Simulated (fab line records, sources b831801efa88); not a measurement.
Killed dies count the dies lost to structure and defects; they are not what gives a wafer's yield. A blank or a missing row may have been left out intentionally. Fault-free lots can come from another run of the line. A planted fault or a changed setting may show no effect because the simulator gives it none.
Lot-split experiment	flow sfq_line	23 wafers read from 5 lots, route of 325 steps

== THE SPLIT ==
At SFQ_TRILAYER_I6_VIA_LITHO_COAT_174 (resist thk 62 nm), the setting resist_thk_nm was moved away from the recipe's 62 nm on 7 of the 23 wafers read, by -6.0% to +4.7%. The other wafers ran this setting at the recipe's value.

Between the split and the reading, the file records no step.

== THE READING ==
oes_product_au, in a.u., at SFQ_TRILAYER_I6_VIA_BARC_OPEN_VIA_ETCH_235 (etches BARC in O2, target depth 125 nm, time 41.7 s). A value of 0.685 a.u. with a standard deviation of 0.0048 a.u. is what fault-free wafers of this fab line usually give.

wafer	tool, chamber at the split	resist_thk_nm as run, nm	against the recipe	oes_product_au, a.u.	against lot-mates on the recipe
L074.1	litho_track-03, 0	62	recipe	0.699	-
L074.2	litho_track-03, 0	58.85	-5.1%	0.665	-0.028
L074.3	litho_track-03, 0	62	recipe	0.694	-
L074.5	litho_track-03, 0	58.85	-5.1%	0.677	-0.016
L074.6	litho_track-03, 0	62	recipe	0.687	-
L078.1	litho_track-02, 0	62	recipe	0.674	-
L078.3	litho_track-02, 0	62	recipe	0.686	-
L078.4	litho_track-02, 0	62	recipe	0.687	-
L078.5	litho_track-02, 0	62	recipe	0.687	-
L078.6	litho_track-02, 0	62	recipe	0.688	-
L079.1	litho_track-02, 0	62	recipe	0.685	-
L079.2	litho_track-02, 0	62	recipe	0.688	-
L079.4	litho_track-02, 0	62	recipe	0.686	-
L082.1	litho_track-01, 0	58.31	-6.0%	0.671	-0.015
L082.2	litho_track-01, 0	62	recipe	0.691	-
L082.3	litho_track-01, 0	62	recipe	0.681	-
L082.5	litho_track-01, 0	58.31	-6.0%	0.670	-0.016
L082.6	litho_track-01, 0	58.31	-6.0%	0.661	-0.025
L083.1	litho_track-02, 0	64.9	+4.7%	0.701	+0.019
L083.2	litho_track-02, 0	62	recipe	0.675	-
L083.4	litho_track-02, 0	62	recipe	0.688	-
L083.5	litho_track-02, 0	64.9	+4.7%	0.699	+0.017
L083.6	litho_track-02, 0	62	recipe	0.684	-

FIT RESULTS
A straight line over all 23 wafers: oes_product_au changes by +0.00307 a.u. for each +1% of resist_thk_nm; r = +0.85; the points scatter about the line by 0.0058 a.u.
The same after taking each lot's own level away (the mean of its wafers on the recipe; 23 wafers): +0.00361 a.u. for each +1%; r = +0.90; scatter 0.0051 a.u.
The reading moves by 0.021 a.u. for the largest change in resist_thk_nm, on that fit.
From 0.6823 to 0.6933 a.u.: that is the span of the lots' own levels, equal to 2.3 times the standard deviation above.
Thus the slope moves with the lot-to-lot level: the two fits are different.
Check: -0.0228 a.u. against its lot-mates is what the line predicts for one of the wafers moved furthest among these (-6.0%) when that wafer is left out of the fit. It came out at -0.015 a.u. against them.

== THE OTHER SPLITS THESE WAFERS WENT THROUGH ==
These wafers also went through other splits before the reading. Each is held against what the fit with the lots' levels taken away leaves over:
other split on the same wafers	wafers away from the commonest value	r with oes_product_au (lot level and that fit taken away)
SFQ_TRILAYER_I5_LITHO_COAT_144 spin_rpm	7	-0.57
SFQ_TRILAYER_C5_LITHO_COAT_151 spin_rpm	5	+0.24
SFQ_TRILAYER_C5_BARC_OPEN_VIA_ETCH_210 source_w	9	+0.05
SFQ_TRILAYER_M6_LITHO_COAT_159 resist_thk_nm	7	-0.05

== THE WHOLE CHAIN: every reading that the file lists as answering this split, in the file's order ==
step	what it does	reading	change (the file's fit)	r (the file's)
SFQ_TRILAYER_I6_VIA_LITHO_COAT_174	resist thk 62 nm	BARC_of_TRILAYER_I6_VIA_LITHO_COAT_174.thk_nm (the simulator's own value, which no gauge read)	+0.611 nm for each +1% of the setting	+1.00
SFQ_TRILAYER_I6_VIA_BARC_OPEN_VIA_ETCH_235	etches BARC in O2, target depth 125 nm, time 41.7 s	oes_product_au	+0.00368 a.u. for each +1% of the setting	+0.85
SFQ_TRILAYER_I6_VIA_BARC_OPEN_VIA_ETCH_235	etches BARC in O2, target depth 125 nm, time 41.7 s	etch.depth_nm (the simulator's own value, which no gauge read)	+0.625 nm for each +1% of the setting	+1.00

== THE FILE'S OWN FIT ==
oes_product_au changes by +0.00368 a.u. for each +1% of resist_thk_nm, r = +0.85.
